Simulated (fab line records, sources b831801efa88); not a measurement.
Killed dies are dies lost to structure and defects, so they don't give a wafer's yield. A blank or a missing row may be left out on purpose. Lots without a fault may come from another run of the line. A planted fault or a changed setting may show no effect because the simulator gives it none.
fab line records | flow sky130
record lots=12 wafers=36 last_day=50
route steps=708 shown PASSIVATION@683 PAD_OPEN@701
lots that met no fault: from a run of the same line without faults
start_h: hours from the record's first day to the start of the lot's first wafer shown | wait_h: hours since the lot's step before | " the same as in the row above | L1.1+2: a row that stands for several wafers | - no value, or no start given | * or withheld: withheld | < > ~ a bound
route shown NAME@n: a module of which the file shows steps, and the number in the route of the first | usual: mean/standard deviation of fault-free wafers | same: alike in all rows | chamber/n: place in a boat | sites: the reading at each site | _std_site: their standard deviation | _edge_site: outer sites' mean less inner sites' | radius_mm: how far each site lies from the wafer's centre | mask NAME#n: copy n | behind: the tool/chamber that last shaped the wafer | hold: why the lot was held/for how many hours/how that ended | device: the transistor (n, p or np) that didn't switch | end of line: the same wafers' tests at the end of the route | a step without rows: its recipe alone | killed: dies lost to structure and defects at the first sort, not the wafer's yield | map: a wafer's dies, x killed, . not, _ none there
set.NAME: the setting as run; set.NAME@STEP: as run at that earlier step | model.NAME: the simulator's own value behind a step, which no gauge read
steps of the route over a sample of lots; a table a step, a row a wafer
services: from which hour (start_h, from the record's first day; less than 0 if before it) a tool's chamber was out of use, for how many hours, and why
## steps
# step SKY_PASSIVATION_CVD_02
# recipe material=Si3N4 target_thk_nm=540 temp_c=400 time_s=withheld rf_w=450
# usual heater_power_w=700/100
# columns lot.wafer tool chamber start_h wait_h heater_power_w
L589.1 pecvd-03 1 1034.37 0.1 604
L589.3 " 0 " " 694
L589.5 " 1 " " 633
L594.1 pecvd-04 2 1063.40 0.1 577
L594.2 " 1 " " 773
L594.4 " 2 " " 593
L593.1 pecvd-04 2 1066.25 0.1 523
L593.3 " 1 " " 734
L593.5 " 1 " " 783
L595.3 pecvd-02 0 1066.77 0.0 629
L595.4 " 1 " " 763
L595.6 " 2 " " 603
L597.1 pecvd-04 2 1085.51 0.1 527
L597.3 " 1 " " 818
L597.4 " 2 " " 568
L598.1 pecvd-04 2 1095.76 0.1 628
L598.5 " 0 " " 762
L598.6 " 2 " " 642
L600.2 pecvd-04 1 1096.40 0.0 699
L600.3 " 2 " " 604
L600.6 " 0 " " 780
L604.2 pecvd-02 0 1123.36 0.0 691
L604.3 " 1 " " 810
L604.5 " 0 " " 698
L605.1 pecvd-02 1 1126.70 0.1 761
L605.5 " 1 " " 784
L605.6 " 2 " " 648
L606.3 pecvd-03 2 1144.37 0.0 826
L606.5 " 1 " " 679
L606.6 " 2 " " 897
L611.1 pecvd-03 1 1155.95 0.1 726
L611.3 " 0 " " 682
L611.5 " 1 " " 600
L612.1 pecvd-03 1 1160.91 0.1 645
L612.2 " 2 " " 884
L612.6 " 0 " " 543
# step SKY_PASSIVATION_THK_MEAS_03
# recipe reads=Si3N4_of_PASSIVATION_CVD_02
# usual PASSIVATION_CVD_02_THK=541/6.8
# columns lot.wafer tool chamber start_h wait_h hold PASSIVATION_CVD_02_THK[nm]
L589.1 film_metro-01 - 1034.60 - - 547
L589.3 " - " " - 548
L589.5 " - " " - 561
L594.1 film_metro-02 - 1063.74 - - 536
L594.2 " - " " - 540
L594.4 " - " " - 548
L593.1 film_metro-02 - 1066.59 - - 538
L593.3 " - " " - 544
L593.5 " - " " - 541
L595.3 film_metro-02 - 1067.02 - - 525
L595.4 " - " " - 544
L595.6 " - " " - 543
L597.1 film_metro-01 - 1085.73 - - 534
L597.3 " - " " - 532
L597.4 " - " " - 538
L598.1 film_metro-03 - 1095.98 - await_dispo/0.2h/release 536
L598.5 " - " " await_dispo/0.2h/release 421
L598.6 " - " " await_dispo/0.2h/release 549
L598.1 film_metro-03 - 1096.21 0.2 - 536
L598.5 " - " " - 421
L598.6 " - " " - 549
L600.2 film_metro-03 - 1096.63 - await_dispo/0.2h/release 538
L600.3 " - " " await_dispo/0.2h/release 534
L600.6 " - " " await_dispo/0.2h/release 420
L600.2 film_metro-03 - 1096.86 0.2 - 539
L600.3 " - " " - 533
L600.6 " - " " - 419
L604.2 film_metro-03 - 1123.60 - - 526
L604.3 " - " " - 534
L604.5 " - " " - 534
L605.1 film_metro-03 - 1126.92 - - 534
L605.5 " - " " - 544
L605.6 " - " " - 535
L606.3 film_metro-01 - 1144.62 - - 535
L606.5 " - " " - 545
L606.6 " - " " - 547
L611.1 film_metro-03 - 1156.18 - - 540
L611.3 " - " " - 539
L611.5 " - " " - 549
L612.1 film_metro-01 - 1161.13 - - 535
L612.2 " - " " - 536
L612.6 " - " " - 535
# step SKY_PASSIVATION_ETCH_11
# recipe chemistry=CF4/O2 target_depth_nm=725 stop_on=AlCu source_w=800 bias_w=150 pressure_mtorr=150 cf4_flow_sccm=80 O2_flow_sccm=10 time_s=161.1
# usual drypump_motor_current_A=5.8/0.43 oes_product_au=0.979/0.007 throttle_valve_pct=5.965/0.0099
# columns lot.wafer tool chamber start_h wait_h drypump_motor_current_A oes_product_au rf_hours_counter_h throttle_valve_pct
L589.1 rie_diel-01 0 1057.22 - 6.0 0.979 23 5.949
L589.3 " 2 " " 5.4 0.981 16 5.975
L589.5 " 1 " " 5.4 0.984 - 5.957
L594.1 rie_diel-02 2 1084.42 - 5.6 0.970 14 5.949
L594.2 " 0 " " 5.9 0.969 24 5.971
L594.4 " 0 " " 5.9 0.984 - 5.963
L593.1 rie_diel-02 2 1087.63 - 5.7 0.977 14 5.967
L593.3 " 0 " " 5.9 0.977 24 5.972
L593.5 " 3 " " 4.9 0.983 - 5.976
L595.3 rie_diel-03 0 1088.12 - 6.3 0.977 6 5.963
L595.4 " 3 " " 6.1 0.988 14 5.966
L595.6 " 0 " " 6.3 0.985 - 5.962
L597.1 rie_diel-02 2 1106.32 - 5.7 0.975 15 5.972
L597.3 " 0 " " 5.9 0.971 25 5.980
L597.4 " 1 " " 6.5 0.969 25 5.954
L598.1 rie_diel-03 3 1116.02 - 6.1 0.973 15 5.954
L598.5 " 2 " " 6.3 0.870 - 5.948
L598.6 " 3 " " 6.1 0.989 - 5.972
L600.2 rie_diel-02 1 1117.02 - 6.5 0.978 26 5.972
L600.3 " 0 " " 5.9 0.972 26 5.960
L600.6 " 0 " " 5.9 0.870 - 5.932
L604.2 rie_diel-03 0 1142.07 - 6.3 0.977 8 5.944
L604.3 " 2 " " 6.3 0.980 17 5.967
L604.5 " 3 " " 6.1 0.973 - 5.977
L605.1 rie_diel-03 3 1145.78 - 6.1 0.967 16 5.979
L605.5 " 1 " " 5.5 0.977 - 5.959
L605.6 " 2 " " 6.3 0.987 - 5.974
L606.3 rie_diel-01 0 1161.67 - 6.0 0.968 27 5.972
L606.5 " 1 " " 5.4 0.976 - 5.964
L606.6 " 2 " " 5.4 0.986 - 5.970
L611.1 rie_diel-01 3 1173.42 - 5.4 0.981 20 5.968
L611.3 " 2 " " 5.4 0.981 21 5.977
L611.5 " 0 " " 6.0 0.990 - 5.966
L612.1 rie_diel-02 3 1177.72 - 5.0 0.975 27 5.956
L612.2 " 1 " " 6.5 0.967 28 5.962
L612.6 " 3 " " 5.0 0.970 - 5.969
# step SKY_PAD_OPEN_ETCH_07
# recipe chemistry=CF4/O2 target_depth_nm=725 stop_on=AlCu source_w=800 bias_w=150 pressure_mtorr=150 cf4_flow_sccm=80 O2_flow_sccm=10 time_s=161.1
# usual drypump_motor_current_A=5.7/0.43 oes_product_au=0.979/0.0074 throttle_valve_pct=5.965/0.0093
# columns lot.wafer tool chamber start_h wait_h drypump_motor_current_A oes_product_au rf_hours_counter_h throttle_valve_pct
L589.1 rie_diel-02 1 1078.63 - 6.5 0.987 24 5.956
L589.3 " 2 " " 5.7 0.980 14 5.976
L589.5 " 1 " " 6.5 0.993 - 5.968
L594.1 rie_diel-01 1 1104.32 - 5.4 0.977 18 5.950
L594.2 " 0 " " 6.0 0.980 25 5.966
L594.4 " 3 " " 5.3 0.983 17 5.963
L593.1 rie_diel-02 3 1107.62 - 5.0 0.968 24 5.975
L593.3 " 1 " " 6.5 0.981 25 5.951
L593.5 " 3 " " 5.0 0.978 - 5.955
L595.3 rie_diel-04 1 1108.11 - 5.7 0.967 21 5.963
L595.4 " 0 " " 5.6 0.976 22 5.977
L595.6 " 0 " " 5.6 0.985 - 5.975
L597.1 rie_diel-01 0 1126.62 - 6.0 0.981 26 5.957
L597.3 " 3 " " 5.3 0.971 18 5.955
L597.4 " 2 " " 5.4 0.980 19 5.965
L598.1 rie_diel-01 3 1135.32 - 5.4 0.984 19 5.982
L598.5 " 2 " " 5.3 0.891 - 5.931
L598.6 " 3 " " 5.4 0.997 - 5.941
L600.2 rie_diel-01 2 1137.02 - 5.4 0.975 19 5.973
L600.3 " 1 " " 5.4 0.971 20 5.969
L600.6 " 2 " " 5.4 0.880 - 5.935
L604.2 rie_diel-01 0 1159.82 - 6.1 0.970 27 5.970
L604.3 " 2 " " 5.4 0.963 20 5.966
L604.5 " 3 " " 5.3 0.973 - 5.956
L605.1 rie_diel-02 3 1162.61 - 5.0 0.975 26 5.959
L605.5 " 3 " " 5.0 0.979 - 5.973
L605.6 " 2 " " 5.7 0.982 - 5.972
L606.3 rie_diel-02 3 1178.76 - 5.0 0.965 27 5.966
L606.5 " 2 " " 5.6 0.986 - 5.973
L606.6 " 3 " " 5.0 0.980 - 5.961
L611.1 rie_diel-02 2 1190.01 - 5.6 0.983 18 5.976
L611.3 " 0 " " 5.9 0.984 28 5.978
L611.5 " 0 " " 5.9 0.977 - 5.962
L612.1 rie_diel-01 0 1193.21 - 6.0 0.978 28 5.958
L612.2 " 3 " " 5.3 0.974 21 5.941
L612.6 " 2 " " 5.4 0.975 - 5.969
# step SKY_PAD_OPEN_PROBE_99
# usual defect_limited_yield=82.5/1.9 killed_at_M0_to_M3=43/7.2 killed_at_M4_up=3.3/2 killed_at_contacts=25/5.8 killed_at_front_end=15/4.5 killed_at_other=0.3/0.62 killed_dies=86/9.4 killed_open=47/7.1 killed_short=39/6 sort_bin_3_pad_short=0.9/0.4 sort_bin_5_function=10.4/1.4 sort_bin_6_memory=6.2/1.1 sort_bin_8_speed=0.7/1.4 sort_n_pass=402/11 sort_yield_pct=81.7/2.2
# same gross_dies=492 killed_at_back_side=0 sort_bin_4_leakage[%]=0
# columns lot.wafer tool chamber start_h wait_h defect_limited_yield[%] killed_at_M0_to_M3 killed_at_M4_up killed_at_contacts killed_at_front_end killed_at_other killed_dies killed_open killed_short sort_bin_3_pad_short[%] sort_bin_5_function[%] sort_bin_6_memory[%] sort_bin_8_speed[%] sort_n_pass sort_yield_pct[%]
L605.1 prober-01 - 1165.04 0.1 85.8 42 1 10 17 0 70 32 37 1.0 8.3 4.9 0.8 418 85.0
L605.5 prober-01 - 1165.24 0.2 83.5 38 0 30 12 1 81 45 35 1.8 11.0 3.7 0 411 83.5
L605.6 prober-01 - 1165.29 0.2 85.0 41 2 18 11 2 74 40 34 1.0 7.5 6.5 2.8 404 82.1
# killed by level:class
L605.1 VIA1:geometric_particle:open=12 METAL1:geometric_particle:short=8 VIA3:geometric_particle:open=8 POLY_GATE:geometric_particle:short=7 FIELD_ISO:geometric_particle:short=5 FIELD_ISO:geometric_particle:open=4 VIA3:geometric_particle:short=4 VIA2:geometric_particle:open=4
L605.5 CONTACT:geometric_particle:open=15 VIA2:geometric_particle:open=9 LI_CONTACT:geometric_particle:short=6 VIA3:geometric_particle:short=6 FIELD_ISO:geometric_particle:open=5 VIA3:geometric_particle:open=4 CONTACT:geometric_particle:short=4 VIA1:geometric_particle:open=4
L605.6 VIA1:geometric_particle:open=15 FIELD_ISO:geometric_particle:short=5 LI_CONTACT:geometric_particle:open=5 CONTACT:geometric_particle:open=5 VIA1:geometric_particle:short=5 LOCAL_INTERCONNECT:geometric_particle:short=4 METAL2:geometric_particle:short=4 CONTACT:geometric_particle:short=3
## services
# columns tool chamber start_h hours kind
rie_diel-01 - 1010.50 2.8 pm
rie_diel-02 2 1013.45 5.2 repair
rie_diel-02 0 1014.00 1.7 repair
pecvd-02 - 1014.79 2.6 repair
pecvd-03 - 1016.04 2.1 repair
rie_diel-03 2 1017.03 4.3 repair
pecvd-04 2 1025.43 3.7 repair
pecvd-04 - 1030.17 2.8 pm
rie_diel-02 3 1040.57 45.5 repair
rie_diel-02 1 1051.86 2.7 repair
pecvd-04 0 1058.78 9.8 repair
rie_diel-01 3 1063.39 11.3 repair
rie_diel-01 - 1067.27 0.2 repair
rie_diel-02 0 1074.58 2.1 repair
pecvd-03 - 1079.33 2.8 pm
rie_diel-02 3 1108.59 9.6 repair
rie_diel-04 - 1118.68 4.3 pm
rie_diel-03 0 1122.38 4.3 repair
rie_diel-04 0 1126.35 4.7 repair
rie_diel-01 2 1144.34 2.2 repair
rie_diel-02 1 1158.32 6.0 repair
rie_diel-03 1 1162.73 6.0 repair
rie_diel-04 2 1177.01 2.9 repair
rie_diel-02 0 1177.41 7.9 repair
## key
first_sign step=SKY_PASSIVATION_THK_MEAS_03 reading=visit direction=added
effect step=SKY_PASSIVATION_THK_MEAS_03 reading=PASSIVATION_CVD_02_THK direction=down sigmas=18 usual=541 struck=420
effect step=SKY_PASSIVATION_ETCH_11 reading=oes_product_au direction=down sigmas=15 usual=0.979 struck=0.870
effect step=SKY_PAD_OPEN_ETCH_07 reading=oes_product_au direction=down sigmas=13 usual=0.979 struck=0.886
met_at SKY_PASSIVATION_CVD_02
struck_lots L598,L600
struck_wafers L598.5,L600.6
fault kind=process_parameter_drift tool=pecvd-04 chamber=0 onset_h=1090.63 steps=SKY_PASSIVATION_CVD_02 channel=time_s offset=withheld shape=step end_h=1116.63 acts_in=*
